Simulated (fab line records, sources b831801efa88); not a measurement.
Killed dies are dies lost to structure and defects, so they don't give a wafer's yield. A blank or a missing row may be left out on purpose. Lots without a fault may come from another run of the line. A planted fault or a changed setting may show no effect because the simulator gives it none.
Which tool did it? | flow gf180mcu | 11 lots, 32 wafers sampled, at 7 steps of a route of 602

WHAT THE GAUGES READ, wafer by wafer
GF_V2_RS_MEAS_24: measures by four-point-probe. Usual: V2_W_RS 0.329 ohm/sq, standard deviation 0.0035.
lot  | measured     | on            | V2_W_RS (ohm/sq)  | flag
L586 | day 20 08:56 | film_metro-04 | 0.331 0.330 0.329 |
L588 | day 20 22:53 | film_metro-04 | 0.333 0.334 0.332 |
L594 | day 23 10:44 | film_metro-01 | 0.330 0.281       | OFF
L595 | day 23 20:44 | film_metro-03 | 0.280 0.280 0.323 | OFF
L596 | day 24 02:01 | film_metro-04 | 0.284 0.284 0.330 | OFF
L597 | day 24 10:11 | film_metro-04 | 0.329 0.331 0.330 |
L602 | day 26 03:07 | film_metro-01 | 0.328 0.326 0.330 |
L604 | day 27 00:07 | film_metro-03 | 0.322 0.322 0.318 |
L607 | day 27 12:31 | film_metro-01 | 0.334 0.331 0.331 |
L608 | day 27 21:37 | film_metro-03 | 0.332 0.330 0.332 |
L609 | day 28 04:28 | film_metro-01 | 0.331 0.334 0.328 |

GF_V2_THK_MEAS_25: measures by xrf. Usual: V2_W_THK 348 nm, standard deviation 4.8.
lot  | measured     | on            | V2_W_THK (nm) | flag
L586 | day 20 09:04 | film_metro-04 | 341 343 344   |
L588 | day 20 23:01 | film_metro-04 | 341 341 343   |
L594 | day 23 10:52 | film_metro-01 | 346 406       | OFF
L595 | day 23 20:50 | film_metro-03 | 411 410 356   | OFF
L596 | day 24 02:07 | film_metro-04 | 402 398 343   | OFF
L597 | day 24 10:16 | film_metro-04 | 345 343 343   |
L602 | day 26 03:14 | film_metro-01 | 351 350 346   |
L604 | day 27 00:13 | film_metro-03 | 356 358 363   |
L607 | day 27 12:38 | film_metro-01 | 343 345 345   |
L608 | day 27 21:44 | film_metro-03 | 347 351 349   |
L609 | day 28 04:34 | film_metro-01 | 346 343 350   |

GF_M3_RS_MEAS_05: measures by four-point-probe. Usual: M3_ALCU_RS 0.0695 ohm/sq, standard deviation 0.00079.
lot  | measured     | on            | M3_ALCU_RS (ohm/sq)  | flag
L586 | day 20 09:38 | film_metro-02 | 0.0697 0.0694 0.0683 |
L588 | day 20 23:35 | film_metro-02 | 0.0692 0.0707 0.0690 |
L594 | day 23 11:26 | film_metro-04 | 0.0700 0.0695        |
L595 | day 23 21:26 | film_metro-01 | 0.0688 0.0684 0.0689 |
L596 | day 24 02:43 | film_metro-04 | 0.0693 0.0692 0.0687 |
L597 | day 24 10:53 | film_metro-04 | 0.0686 0.0697 0.0695 |
L602 | day 26 03:49 | film_metro-04 | 0.0696 0.0691 0.0687 |
L604 | day 27 00:49 | film_metro-02 | 0.0699 0.0692 0.0705 |
L607 | day 27 13:13 | film_metro-02 | 0.0688 0.0695 0.0694 |
L608 | day 27 22:19 | film_metro-04 | 0.0702 0.0709 0.0713 |
L609 | day 28 05:10 | film_metro-01 | 0.0691 0.0702 0.0689 |

WHICH TOOL RAN EACH LOT (tool, then ch and the chambers of the sampled wafers, then the start)
lot  | GF_M2_METAL_ETCH_16               | GF_V2_CVD_23                  | GF_V2_CMP_26                  | GF_M3_SPUTTER_03
L586 | rie_metal-03 ch 0,1, day 19 06:20 | cvd_w-02 ch 0,1, day 20 08:49 | cmp-01 ch 0,2, day 20 09:10   | pvd_sputter-01, day 20 09:35
L588 | rie_metal-03 ch 0, day 19 20:41   | cvd_w-02 ch 0,1, day 20 22:47 | cmp-02 ch 2,3, day 20 23:04   | pvd_sputter-01, day 20 23:32
L594 | rie_metal-03 ch 0, day 22 09:50   | cvd_w-01 ch 0,1, day 23 10:37 | cmp-01 ch 0,1, day 23 10:55   | pvd_sputter-03, day 23 11:23
L595 | rie_metal-03 ch 0, day 22 19:44   | cvd_w-01 ch 0,1, day 23 20:35 | cmp-01 ch 0,1, day 23 20:53   | pvd_sputter-02, day 23 21:21
L596 | rie_metal-02 ch 1, day 23 01:29   | cvd_w-01 ch 0,1, day 24 01:53 | cmp-01 ch 0,2, day 24 02:10   | pvd_sputter-02, day 24 02:38
L597 | rie_metal-03 ch 0,1, day 23 09:35 | cvd_w-02 ch 0,1, day 24 10:03 | cmp-02 ch 1,2, day 24 10:21   | pvd_sputter-01, day 24 10:46
L602 | rie_metal-01 ch 0,1, day 25 03:46 | cvd_w-01 ch 1, day 26 03:00   | cmp-01 ch 0,1,3, day 26 03:23 | pvd_sputter-01, day 26 03:45
L604 | rie_metal-03 ch 0,1, day 25 22:20 | cvd_w-01 ch 0,1, day 26 23:59 | cmp-02 ch 0,2, day 27 00:16   | pvd_sputter-01, day 27 00:44
L607 | rie_metal-03 ch 0,1, day 26 13:52 | cvd_w-02 ch 0,1, day 27 12:24 | cmp-01 ch 0,1,3, day 27 12:41 | pvd_sputter-02, day 27 13:09
L608 | rie_metal-01 ch 0, day 26 23:08   | cvd_w-01 ch 1, day 27 21:30   | cmp-02 ch 0,1,3, day 27 21:47 | pvd_sputter-02, day 27 22:15
L609 | rie_metal-03 ch 0,1, day 27 06:26 | cvd_w-02 ch 0, day 28 04:19   | cmp-01 ch 0,3, day 28 04:37   | pvd_sputter-03, day 28 05:05
- GF_M2_METAL_ETCH_16: etches the open film in Cl2/BCl3, stops on SiO2, target depth 627.5 nm, time 104.6 s.
- GF_V2_CVD_23: deposits W, target thk 350 nm, time 104.94 s.
- GF_V2_CMP_26: polishes, stops on SiO2, t overpolish 15 s, target thk 0 nm.
- GF_M3_SPUTTER_03: material Ti, target thk 10 nm, time 6.7 s.

WHAT THE TOOLS THEMSELVES READ (means of the sampled wafers that have a number; where no wafer has one, the mark that the record gives instead)
GF_M2_METAL_ETCH_16. Usual: drypump_motor_current_A 6.08 A, standard deviation 0.29; oes_product_au 0.973 a.u., standard deviation 0.006; throttle_valve_pct 28.251 %, standard deviation 0.01.
lot  | tool         | drypump_motor_current_A (A) | oes_product_au (a.u.) | throttle_valve_pct (%) | flag
L586 | rie_metal-03 | 6.10                        | 0.971                 | 28.255                 |
L588 | rie_metal-03 | 5.95                        | 0.970                 | 28.267                 |
L594 | rie_metal-03 | 5.97                        | 0.972                 | 28.258                 |
L595 | rie_metal-03 | 5.96                        | 0.975                 | 28.253                 |
L596 | rie_metal-02 | 6.03                        | 0.971                 | 28.248                 |
L597 | rie_metal-03 | 6.25                        | 0.969                 | 28.256                 |
L602 | rie_metal-01 | 6.16                        | 0.971                 | 28.242                 |
L604 | rie_metal-03 | 6.10                        | 0.973                 | 28.247                 |
L607 | rie_metal-03 | 6.23                        | 0.969                 | 28.251                 |
L608 | rie_metal-01 | 6.46                        | 0.977                 | 28.244                 |
L609 | rie_metal-03 | 6.24                        | 0.975                 | 28.270                 |

GF_V2_CVD_23. Usual: heater_power_w 898 W, standard deviation 57.
lot  | tool     | heater_power_w (W) | flag
L586 | cvd_w-02 | 854                |
L588 | cvd_w-02 | 852                |
L594 | cvd_w-01 | 934                |
L595 | cvd_w-01 | 961                |
L596 | cvd_w-01 | 952                |
L597 | cvd_w-02 | 872                |
L602 | cvd_w-01 | 883                |
L604 | cvd_w-01 | 966                |
L607 | cvd_w-02 | 888                |
L608 | cvd_w-01 | 874                |
L609 | cvd_w-02 | 876                |

GF_V2_CMP_26. Usual: motor_current_A 11.5 A, standard deviation 1.2; time_to_endpoint_s 84 s, standard deviation 4.7.
lot  | tool   | motor_current_A (A) | time_to_endpoint_s (s) | flag
L586 | cmp-01 | 12.3                | 80                     |
L588 | cmp-02 | 9.8                 | 84                     |
L594 | cmp-01 | 11.3                | 92                     |
L595 | cmp-01 | 11.4                | 95                     |
L596 | cmp-01 | 11.9                | 91                     |
L597 | cmp-02 | 9.9                 | 84                     |
L602 | cmp-01 | 12.2                | 81                     |
L604 | cmp-02 | 9.9                 | 86                     |
L607 | cmp-01 | 11.9                | 80                     |
L608 | cmp-02 | 11.2                | 82                     |
L609 | cmp-01 | 12.6                | 81                     |

GF_M3_SPUTTER_03. Usual: chamber_pressure_pa 0.3000 Pa, standard deviation 0.00064; throttle_valve_pct 30.1 %, standard deviation 1.4.
lot  | tool           | chamber_pressure_pa (Pa) | throttle_valve_pct (%) | flag
L586 | pvd_sputter-01 | 0.2998                   | 29.6                   |
L588 | pvd_sputter-01 | 0.3001                   | 29.8                   |
L594 | pvd_sputter-03 | 0.2996                   | 28.9                   |
L595 | pvd_sputter-02 | 0.2998                   | 31.4                   |
L596 | pvd_sputter-02 | 0.3001                   | 30.8                   |
L597 | pvd_sputter-01 | 0.2999                   | 29.6                   |
L602 | pvd_sputter-01 | 0.2999                   | 29.5                   |
L604 | pvd_sputter-01 | 0.3004                   | 29.4                   |
L607 | pvd_sputter-02 | 0.3001                   | 30.8                   |
L608 | pvd_sputter-02 | 0.3002                   | 30.6                   |
L609 | pvd_sputter-03 | 0.3000                   | 31.0                   |

THE ANSWER, worked out from the rows above alone
Rule: a lot is off if the mean of its wafers that have a number lies more than 3 standard deviations from the usual mean. A lot without any number at a reading at which 4 lots or more have one is off too. The other lots that the step has rows for count as sound. The gauges are gone through in route order, then the tools' own readings, and for those a lot's mean is taken as printed above. The first step at which some lot is off is used, and at that step the reading that is off furthest; a lot without a number counts as furthest.
Off: L594, L595, L596, at GF_V2_RS_MEAS_24 (V2_W_RS).
A tool fits if, at a process step before that reading, it ran every lot that is off, and no sound lot after the first of them. The gauges at GF_V2_RS_MEAS_24 are tried like those tools. None of those tried fits.

WHAT THE SIMULATOR HAD PUT IN
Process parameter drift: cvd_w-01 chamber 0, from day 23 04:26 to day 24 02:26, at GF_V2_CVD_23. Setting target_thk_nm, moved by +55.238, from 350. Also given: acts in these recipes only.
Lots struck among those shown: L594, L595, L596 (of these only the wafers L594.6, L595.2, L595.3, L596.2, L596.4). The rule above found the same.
